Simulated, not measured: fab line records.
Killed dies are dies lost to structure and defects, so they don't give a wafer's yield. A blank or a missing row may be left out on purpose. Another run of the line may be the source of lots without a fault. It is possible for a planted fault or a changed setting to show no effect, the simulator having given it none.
Matching of chambers ; flow sky130 ; cmp-01 running SKY_LI_CONTACT_CMP_24: 4 sister chambers
The step polishes, stops on PSG, t overpolish 20 s, target thk 0 nm. 16 wafers are shown with their chamber, then 8 later ones without.

## EACH WAFER AND ITS CHAMBER
wafer;chamber;motor_current_A (A);time_to_endpoint_s (s);overpolish_run_s (s)
L688.1;2;9.7;93;20.017
L688.3;1;14.3;99;20.018
L688.5;1;14.4;102;20.016
L690.1;2;9.3;91;20.007
L690.2;1;14.2;100;20.002
L690.4;3;10.2;97;19.996
L701.1;1;13.6;98;20.012
L701.2;0;10.5;95;19.992
L701.4;2;9.8;94;19.992
L700.1;1;14.1;103;19.983
L700.3;2;8.9;94;19.989
L700.6;0;10.4;104;20.009
L706.3;2;9.4;93;20.005
L706.5;1;13.6;99;20.006
L706.6;2;9.5;91;19.995
L707.1;3;10.7;96;20.001

SIGNATURES (averages over the wafers above)
reading;chamber 0;chamber 1;chamber 2;chamber 3;scatter within a chamber
motor_current_A;10.450;14.033;9.433;10.450;0.324
time_to_endpoint_s;99.50;100.17;92.67;96.50;2.4
overpolish_run_s;20.00050;20.00617;20.00083;19.99850;0.0114
Rule: for each reading, subtract the chamber's mean from the wafer's reading, divide by that reading's scatter and square the result; add these up over the readings and take the root, which gives the wafer's distance from the chamber. The wafer belongs to the nearest chamber; if the next one is less than 2 further off, it can't be placed. The scatter: take each reading less its chamber's mean, square it, sum over the shown wafers, divide by the number of wafers less the number of chambers, and take the root.

## WAFERS MISSING THEIR CHAMBER
wafer;motor_current_A (A);time_to_endpoint_s (s);overpolish_run_s (s)
L707.2;10.5;98;20.023
L707.5;13.0;102;20.010
L708.1;10.7;99;19.976
L708.3;14.0;102;19.990
L708.4;11.0;98;20.000
L710.2;9.7;95;20.001
L710.3;13.2;101;20.003
L710.5;9.8;93;19.986

## THE CHAMBER EACH PASSED THROUGH
wafer;from the rows above;in truth
L707.2;can't be placed: 0 or 3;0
L707.5;1;1
L708.1;can't be placed: 0 or 3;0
L708.3;1;1
L708.4;can't be placed: 0 or 3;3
L710.2;can't be placed: 2 or 3 or 0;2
L710.3;1;1
L710.5;can't be placed: 2 or 3 or 0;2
Correctly placed: 3 of 8. These rows do not allow placing 5 (true chamber among the candidates in 5). Placed wrongly: 0.
